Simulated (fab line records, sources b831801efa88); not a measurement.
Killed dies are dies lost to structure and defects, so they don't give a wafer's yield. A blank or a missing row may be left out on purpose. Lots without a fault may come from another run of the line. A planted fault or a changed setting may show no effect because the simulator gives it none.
Which tool did it? | flow gf180mcu | 24 lots, 72 wafers sampled, at 5 steps of a route of 602

WHAT THE GAUGES READ, wafer by wafer
GF_V3_CD_MEAS_14: target cd 260 nm.
lot  | measured     | on        | cd_nm (nm)
L074 | day 22 18:02 | cd_sem-02 | 260.9 260.6 260.3
L075 | day 23 05:36 | cd_sem-02 | 262.2 261.4 262.6
L076 | day 23 10:04 | cd_sem-02 | 260.1 260.4 260.3
L077 | day 23 19:58 | cd_sem-02 | 260.1 261.6 260.0
L078 | day 24 01:32 | cd_sem-02 | 261.2 261.4 261.5
L079 | day 24 11:32 | cd_sem-02 | 262.6 262.4 261.2
L080 | day 24 17:07 | cd_sem-02 | 259.4 260.2 259.6
L081 | day 24 21:01 | cd_sem-01 | 260.9 260.4 260.3
L082 | day 25 11:55 | cd_sem-01 | 261.7 259.7 259.9
L083 | day 25 17:25 | cd_sem-01 | 262.2 262.2 261.9
L084 | day 25 21:49 | cd_sem-02 | 258.1 258.4 258.2
L085 | day 26 09:19 | cd_sem-02 | 259.6 258.0 258.9
L086 | day 26 13:10 | cd_sem-02 | 258.5 259.1 259.9
L087 | day 27 00:35 | cd_sem-01 | 259.0 258.7 258.8
L088 | day 27 07:07 | cd_sem-01 | 262.1 261.2 263.0
L089 | day 27 10:08 | cd_sem-01 | 259.0 258.2 259.5
L090 | day 27 17:51 | cd_sem-01 | 259.8 260.9 260.2
L091 | day 28 02:46 | cd_sem-01 | 260.3 262.2 260.4
L092 | day 28 06:38 | cd_sem-02 | 261.3 260.4 260.1
L093 | day 28 18:13 | cd_sem-02 | 259.3 259.7 258.7
L094 | day 28 22:11 | cd_sem-02 | 259.7 259.1 257.7
L095 | day 29 03:43 | cd_sem-01 | 259.8 259.7 260.7
L096 | day 29 10:45 | cd_sem-02 | 258.2 258.2 257.5
L097 | day 29 17:48 | cd_sem-01 | 260.4 258.4 259.9

GF_V3_THK_MEAS_25: measures by xrf.
lot  | measured     | on            | V3_W_THK (nm)
L074 | day 22 19:11 | film_metro-03 | 363 366 363
L075 | day 23 06:47 | film_metro-03 | 370 362 368
L076 | day 23 11:16 | film_metro-03 | 370 363 369
L077 | day 23 21:07 | film_metro-02 | 358 360 362
L078 | day 24 02:43 | film_metro-04 | 362 369 367
L079 | day 24 12:41 | film_metro-02 | 361 359 357
L080 | day 24 18:16 | film_metro-04 | 365 363 362
L081 | day 24 22:10 | film_metro-04 | 367 361 359
L082 | day 25 13:04 | film_metro-04 | 360 364 365
L083 | day 25 18:35 | film_metro-02 | 362 358 356
L084 | day 25 22:59 | film_metro-02 | 361 356 359
L085 | day 26 10:29 | film_metro-03 | 363 364 365
L086 | day 26 14:21 | film_metro-03 | 366 363 363
L087 | day 27 01:46 | film_metro-02 | 364 359 363
L088 | day 27 08:15 | film_metro-04 | 363 365 365
L089 | day 27 11:17 | film_metro-03 | 367 367 378
L090 | day 27 19:01 | film_metro-03 | 371 376 370
L091 | day 28 03:56 | film_metro-02 | 364 361 365
L092 | day 28 07:46 | film_metro-02 | 367 362 363
L093 | day 28 19:27 | film_metro-04 | 362 363 357
L094 | day 28 23:18 | film_metro-04 | 357 351 358
L095 | day 29 04:54 | film_metro-02 | 355 355 356
L096 | day 29 11:56 | film_metro-02 | 360 356 364
L097 | day 29 18:57 | film_metro-02 | 354 355 356

GF_V4_OVL_MEAS_15.
lot  | measured     | on         | V4_OVL (nm)
L074 | day 24 18:30 | overlay-01 | -6 2 3
L075 | day 25 05:11 | overlay-02 | 0 5 -1
L076 | day 25 09:23 | overlay-02 | -6 -4 -5
L077 | day 25 18:38 | overlay-02 | 8 5 7
L078 | day 25 23:48 | overlay-01 | 3 1 8
L079 | day 26 08:43 | overlay-01 | 0 2 1
L080 | day 26 15:14 | overlay-02 | 8 2 4
L081 | day 26 19:02 | overlay-01 | -6 -10 -3
L082 | day 27 08:29 | overlay-02 | -7 -3 8
L083 | day 27 14:17 | overlay-01 | 1 1 1
L084 | day 27 18:26 | overlay-01 | 0 0 -13
L085 | day 28 05:08 | overlay-02 | 4 -11 -3
L086 | day 28 08:53 | overlay-01 | -1 1 2
L087 | day 28 19:48 | overlay-02 | -5 -6 -5
L088 | day 29 01:40 | overlay-01 | -1 8 7
L089 | day 29 04:54 | overlay-02 | -8 -13 -7
L090 | day 29 11:44 | overlay-01 | -1 1 -10
L091 | day 29 20:20 | overlay-01 | 1 -4 -1
L092 | day 29 23:58 | overlay-01 | -8 -13 -4
L093 | day 30 11:13 | overlay-01 | -2 -11 -5
L094 | day 30 14:55 | overlay-01 | -2 -4 -1
L095 | day 30 19:59 | overlay-01 | -2 2 2
L096 | day 31 02:29 | overlay-01 | -8 0 -5
L097 | day 31 09:29 | overlay-01 | 0 -4 -4

GF_V5_CD_MEAS_14: target cd 260 nm.
lot  | measured     | on        | cd_nm (nm)
L074 | day 27 13:07 | cd_sem-01 | 259.6 258.9 259.0
L075 | day 27 23:01 | cd_sem-02 | 262.6 261.9 261.5
L076 | day 28 02:15 | cd_sem-02 | 259.3 260.1 259.8
L077 | day 28 10:59 | cd_sem-02 | 260.5 261.3 261.2
L078 | day 28 15:34 | cd_sem-02 | 261.3 262.1 261.0
L079 | day 29 00:11 | cd_sem-01 | 259.6 260.0 258.6
L080 | day 29 05:37 | cd_sem-01 | 260.2 260.1 259.8
L081 | day 29 10:42 | cd_sem-01 | 260.7 260.4 260.8
L082 | day 29 21:21 | cd_sem-01 | 259.8 259.4 258.6
L083 | day 30 03:21 | cd_sem-01 | 261.6 260.6 260.4
L084 | day 30 08:52 | cd_sem-02 | 260.0 260.3 259.5
L085 | day 30 17:42 | cd_sem-02 | 261.0 261.3 261.4
L086 | day 30 20:51 | cd_sem-02 | 258.5 259.7 259.9
L087 | day 31 08:16 | cd_sem-01 | 261.8 259.9 260.3
L088 | day 31 13:10 | cd_sem-02 | 258.0 258.2 257.9
L089 | day 31 15:34 | cd_sem-01 | 258.2 256.8 257.9
L090 | day 31 21:43 | cd_sem-02 | 258.3 258.4 260.0
L091 | day 32 05:49 | cd_sem-01 | 259.9 261.1 259.9
L092 | day 32 07:22 | cd_sem-01 | 260.9 261.2 261.0
L093 | day 32 19:14 | cd_sem-01 | 260.3 259.9 260.0
L094 | day 32 21:02 | cd_sem-01 | 259.8 260.7 260.2
L095 | day 33 02:33 | cd_sem-02 | 262.1 263.4 262.7
L096 | day 33 07:39 | cd_sem-02 | 261.4 261.0 261.3
L097 | day 33 13:16 | cd_sem-02 | 260.3 261.4 260.9

WHICH TOOL RAN EACH LOT (tool, then ch and the chambers of the sampled wafers, then the start)
lot  | GF_V3_ETCH_16
L074 | rie_diel-04 ch 0,1,3, day 22 18:11
L075 | rie_diel-04 ch 1,2,3, day 23 05:46
L076 | rie_diel-02 ch 1,2, day 23 10:14
L077 | rie_diel-04 ch 0,2,3, day 23 20:07
L078 | rie_diel-03 ch 1,2,3, day 24 01:41
L079 | rie_diel-04 ch 0,2,3, day 24 11:40
L080 | rie_diel-03 ch 1,2, day 24 17:14
L081 | rie_diel-02 ch 0,1,3, day 24 21:08
L082 | rie_diel-04 ch 1,2, day 25 12:01
L083 | rie_diel-02 ch 0,2,3, day 25 17:34
L084 | rie_diel-02 ch 0,2,3, day 25 21:59
L085 | rie_diel-04 ch 1,2, day 26 09:28
L086 | rie_diel-03 ch 2,3, day 26 13:19
L087 | rie_diel-04 ch 0,1,2, day 27 00:43
L088 | rie_diel-04 ch 1,3, day 27 07:14
L089 | rie_diel-03 ch 1,2, day 27 10:17
L090 | rie_diel-03 ch 0,2,3, day 27 18:00
L091 | rie_diel-03 ch 1,2,3, day 28 02:55
L092 | rie_diel-04 ch 0,3, day 28 06:43
L093 | rie_diel-04 ch 0,1,3, day 28 18:21
L094 | rie_diel-02 ch 0,3, day 28 22:17
L095 | rie_diel-02 ch 1,2, day 29 03:52
L096 | rie_diel-04 ch 1,2,3, day 29 10:54
L097 | rie_diel-04 ch 1,3, day 29 17:57
- GF_V3_ETCH_16: etches BARC in N2/H2.

WHAT THE TOOLS THEMSELVES READ (means of the sampled wafers that have a number; where no wafer has one, the mark that the record gives instead)
GF_V3_ETCH_16.
lot  | tool        | chamber_pressure_mTorr (mTorr) | drypump_motor_current_A (A) | oes_product_au (a.u.) | throttle_valve_pct (%)
L074 | rie_diel-04 | 30.017                         | 5.1                         | 0.852                 | 13.214
L075 | rie_diel-04 | 29.976                         | 5.6                         | 0.856                 | 13.227
L076 | rie_diel-02 | 30.000                         | 5.9                         | 0.854                 | 13.216
L077 | rie_diel-04 | 29.994                         | 5.4                         | 0.855                 | 13.219
L078 | rie_diel-03 | 29.997                         | 5.7                         | 0.854                 | 13.225
L079 | rie_diel-04 | 29.999                         | 5.4                         | 0.859                 | 13.214
L080 | rie_diel-03 | 30.046                         | 5.8                         | 0.856                 | 13.222
L081 | rie_diel-02 | 30.022                         | 5.7                         | 0.857                 | 13.222
L082 | rie_diel-04 | 30.017                         | 5.9                         | 0.857                 | 13.232
L083 | rie_diel-02 | 30.024                         | 5.9                         | 0.856                 | 13.224
L084 | rie_diel-02 | 30.015                         | 6.0                         | 0.857                 | 13.223
L085 | rie_diel-04 | 30.023                         | 5.7                         | 0.851                 | 13.219
L086 | rie_diel-03 | 30.017                         | 5.6                         | 0.857                 | 13.228
L087 | rie_diel-04 | 29.994                         | 5.4                         | 0.859                 | 13.223
L088 | rie_diel-04 | 30.020                         | 5.2                         | 0.855                 | 13.228
L089 | rie_diel-03 | 30.014                         | 5.8                         | 0.855                 | 13.221
L090 | rie_diel-03 | 29.997                         | 5.7                         | 0.854                 | 13.234
L091 | rie_diel-03 | 29.997                         | 5.8                         | 0.854                 | 13.226
L092 | rie_diel-04 | 30.021                         | 5.1                         | 0.856                 | 13.213
L093 | rie_diel-04 | 29.984                         | 5.1                         | 0.859                 | 13.221
L094 | rie_diel-02 | 29.992                         | 5.7                         | 0.855                 | 13.223
L095 | rie_diel-02 | 29.993                         | 6.1                         | 0.858                 | 13.223
L096 | rie_diel-04 | 30.022                         | 5.6                         | 0.853                 | 13.223
L097 | rie_diel-04 | 29.990                         | 5.3                         | 0.854                 | 13.227

THE ANSWER, worked out from the rows above alone
Rule: what is usual is taken from the lots themselves. Put in order of their means at a reading, lots are off if they are a third of the lots or fewer, leave a main group of 4 or more, and stand apart from it by a gap of 3 or more times the standard deviation of the main group's means; of several such gaps the widest counts. A main group whose means are all the same, to the digits that the tables above print for the reading, isn't used. A lot without any number at a reading at which 4 lots or more have one is off too. The other lots that the step has rows for count as sound. The gauges are gone through in route order, then the tools' own readings, and for those a lot's mean is taken as printed above. The first step at which some lot is off is used, and at that step the reading that is off furthest; a lot without a number counts as furthest.
No lot is off at any reading shown: from this, nothing can be told.

WHAT THE SIMULATOR HAD PUT IN
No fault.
